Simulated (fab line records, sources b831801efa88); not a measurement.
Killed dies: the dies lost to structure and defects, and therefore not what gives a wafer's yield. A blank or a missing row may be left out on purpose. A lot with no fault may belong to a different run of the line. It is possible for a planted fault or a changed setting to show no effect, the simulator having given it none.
8D (eight disciplines) problem report, filled in by code :: flow sky130 :: the parts of the form that need people (team, actions taken, sign-off) are left out

== 1. THE ISSUE ==
At SKY_CONTACT_CMP_04, time to endpoint s averages 105 s over 3 wafers from 3 lots, while fault-free wafers read 81 s, standard deviation 3.9. That is +6.2 standard deviations from the usual mean.
The step: polishes SiO2.
First observed at day 34 15:50: wafer L425.3, on cmp-01. Wafers with a number at this step in the record: 33, from 12 lots. By rule, "out" or "out of limits" means more than 4 standard deviations away from the usual mean. Any other wafer with a number is counted as sound.

== 2. WHAT IT IS; WHAT IT IS NOT ==
question: which readings at this step
is: time to endpoint s
is not: head pressure psi, motor current A

question: which lots
is: L425, L426, L427
is not: L414, L415, L416, L419, L431, L432, L433, L434, L435

question: which wafers of those lots
is: L425.3, L426.3, L427.3
is not: L425.1, L426.6, L427.6

question: read on which tools
is: cmp-01
is not: cmp-02

question: when
is: from day 34 15:50
is not: up to then (13 sound wafers); but 17 sound wafers of L426, L427, L431, L432, L433, L434, L435 came after

== 3. THE SUSPECTS, EACH WITH WHAT RULES IT OUT ==
Counting: a tool at a process step up to the reading stays a suspect if it ran every lot that is out. Sound lots after the first of them don't rule it out here, since some wafers of a struck lot are sound.
- cmp-01 at SKY_CONTACT_CMP_04 (polishes SiO2): kept. Every lot that is out went through it, the first being L425 (day 34 15:50); the last sound lot it ran before that was L419 (day 32 23:52). Its own time to endpoint s readings are out on those wafers.
Left after counting: cmp-01 at SKY_CONTACT_CMP_04.

== 4. THE CAUSE (what the simulator had put in) ==
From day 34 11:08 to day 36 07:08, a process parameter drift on cmp-01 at SKY_CONTACT_CMP_04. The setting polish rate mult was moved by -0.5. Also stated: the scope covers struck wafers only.
This tool alone remained once counting was done.

== 5. SEQUENCE OF EFFECTS, ordered by route ==
One row per reading whose mean, taken over the struck wafers that have a number, lies over 3 standard deviations from the usual. Only readings for which the record gives a usual standard deviation are gone through. hours: the time from each lot's start at the first step in this table that gives one to its start at this step, as a median over the lots. sigmas: the change in usual standard deviations.
hours: 0
step: SKY_CONTACT_CMP_04
reading: time to endpoint s
usual: 81 s
on struck wafers: 105
change: +24
sigmas: +6.2

hours: 27
step: SKY_CONTACT_ETCH_17
reading: oes product au
usual: 0.892 a.u.
on struck wafers: 0.993
change: +0.101
sigmas: +21

hours: 340
step: SKY_PAD_OPEN_PROBE_99
reading: killed at contacts
usual: 24
on struck wafers: 167
change: +143
sigmas: +26

hours: 340
step: SKY_PAD_OPEN_PROBE_99
reading: killed dies
usual: 87
on struck wafers: 227
change: +140
sigmas: +15

hours: 340
step: SKY_PAD_OPEN_PROBE_99
reading: killed on rim
usual: 18
on struck wafers: 43
change: +25
sigmas: +6.2
Here are the process steps it includes:
- SKY_CONTACT_CMP_04: polishes SiO2.
- SKY_CONTACT_ETCH_17: etches SiO2 in C4F8/O2/Ar, stops on Si3N4, target depth 340 nm.
- SKY_PAD_OPEN_PROBE_99

== 6. HOW IT WOULD HAVE BEEN CAUGHT EARLIER ==
First out-of-limits reading in this record: day 34 15:50, which is 5 hours after fault onset at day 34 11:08.
